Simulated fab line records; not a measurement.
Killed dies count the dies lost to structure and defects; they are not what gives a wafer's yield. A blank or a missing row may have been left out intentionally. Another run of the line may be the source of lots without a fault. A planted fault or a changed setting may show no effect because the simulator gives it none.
What tool caused it? || flow sky130 || 6 lots with 18 wafers sampled at 5 steps, on a route of 708 steps

WHAT THE GAUGES READ, wafer by wafer
SKY_VIA3_THK_MEAS_01.
{"lot": "L620", "measured": "day 39 04:26", "on": "film_metro-04", "VIA3_HDPCVD_THK (nm)": "1632 1638 1617"}
{"lot": "L622", "measured": "day 40 00:04", "on": "film_metro-03", "VIA3_HDPCVD_THK (nm)": "1600 1590 1610"}
{"lot": "L630", "measured": "day 42 11:50", "on": "film_metro-04", "VIA3_HDPCVD_THK (nm)": "1336 1635 1642"}
{"lot": "L634", "measured": "day 43 02:06", "on": "film_metro-04", "VIA3_HDPCVD_THK (nm)": "1637 1629 1613"}
{"lot": "L636", "measured": "day 43 19:13", "on": "film_metro-03", "VIA3_HDPCVD_THK (nm)": "1619 1627 1597"}
{"lot": "L641", "measured": "day 44 22:14", "on": "film_metro-02", "VIA3_HDPCVD_THK (nm)": "1620 1599 1603"}

EACH LOT AND THE TOOL THAT RAN IT (in order: tool; ch and the chambers of the sampled wafers; start)
{"lot": "L620", "SKY_VIA2_SPUTTER_20": "pvd_sputter-02, day 36 22:15", "SKY_METAL3_SPUTTER_03": "pvd_sputter-04, day 36 23:01", "SKY_CAPM_CVD_00": "pecvd-02 ch 0,1,2, day 36 23:05", "SKY_VIA3_HDPCVD_00": "hdpcvd-02 ch 0,1,2, day 39 04:16"}
{"lot": "L622", "SKY_VIA2_SPUTTER_20": "pvd_sputter-03, day 37 17:38", "SKY_METAL3_SPUTTER_03": "pvd_sputter-03, day 37 18:23", "SKY_CAPM_CVD_00": "pecvd-02 ch 0,1,2, day 37 18:28", "SKY_VIA3_HDPCVD_00": "hdpcvd-02 ch 0,1, day 39 23:55"}
{"lot": "L630", "SKY_VIA2_SPUTTER_20": "pvd_sputter-03, day 40 08:43", "SKY_METAL3_SPUTTER_03": "pvd_sputter-04, day 40 09:28", "SKY_CAPM_CVD_00": "pecvd-04 ch 0,1,2, day 40 09:32", "SKY_VIA3_HDPCVD_00": "hdpcvd-01 ch 0,1,2, day 42 11:40"}
{"lot": "L634", "SKY_VIA2_SPUTTER_20": "pvd_sputter-03, day 41 00:15", "SKY_METAL3_SPUTTER_03": "pvd_sputter-04, day 41 01:08", "SKY_CAPM_CVD_00": "pecvd-04 ch 0,2, day 41 01:13", "SKY_VIA3_HDPCVD_00": "hdpcvd-02 ch 1,2, day 43 01:56"}
{"lot": "L636", "SKY_VIA2_SPUTTER_20": "pvd_sputter-03, day 41 17:43", "SKY_METAL3_SPUTTER_03": "pvd_sputter-04, day 41 18:28", "SKY_CAPM_CVD_00": "pecvd-02 ch 0,2, day 41 18:32", "SKY_VIA3_HDPCVD_00": "hdpcvd-02 ch 1,2, day 43 19:02"}
{"lot": "L641", "SKY_VIA2_SPUTTER_20": "pvd_sputter-04, day 42 23:03", "SKY_METAL3_SPUTTER_03": "pvd_sputter-04, day 42 23:49", "SKY_CAPM_CVD_00": "pecvd-01 ch 0,1,2, day 42 23:53", "SKY_VIA3_HDPCVD_00": "hdpcvd-02 ch 0,1,2, day 44 22:04"}
- SKY_VIA2_SPUTTER_20: material TiN, target thk 20 nm, time 80 s.
- SKY_METAL3_SPUTTER_03: material Ti, target thk 5 nm, time 3.3 s.
- SKY_CAPM_CVD_00: deposits SiO2, target thk 15.5 nm.
- SKY_VIA3_HDPCVD_00: deposits SiO2, target thk 1635 nm, time 272.5 s.

THE ANSWER, worked out from the rows above alone
Rule: usual is defined by the lots themselves. Put in order of their means at a reading, lots are off if they are a third of the lots or fewer, leave a main group of 4 or more, and stand apart from it by a gap of 3 or more times the standard deviation of the main group's means; of several such gaps the widest counts. A main group whose means are all the same, to the digits that the tables above print for the reading, isn't used. Also off: a lot with no number at a reading for which 4 or more lots have one. All remaining lots with rows at the step are treated as sound.
Off: at SKY_VIA3_THK_MEAS_01 (VIA3_HDPCVD_THK), L630. The main group has a mean of 1615 nm with a standard deviation of 11.
If a tool, at a process step before that reading, ran all the lots that are off and no sound lot after the first of them, it fits. Those tools and the gauges at SKY_VIA3_THK_MEAS_01 are tried in the same way. One candidate fits, namely hdpcvd-01 at SKY_VIA3_HDPCVD_00. It ran no sound lot before its first lot that is off in this sample, so the start can't be narrowed down.

WHAT HAD BEEN PUT IN BY THE SIMULATOR
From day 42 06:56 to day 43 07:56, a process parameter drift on hdpcvd-01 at SKY_VIA3_HDPCVD_00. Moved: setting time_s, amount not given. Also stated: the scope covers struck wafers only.
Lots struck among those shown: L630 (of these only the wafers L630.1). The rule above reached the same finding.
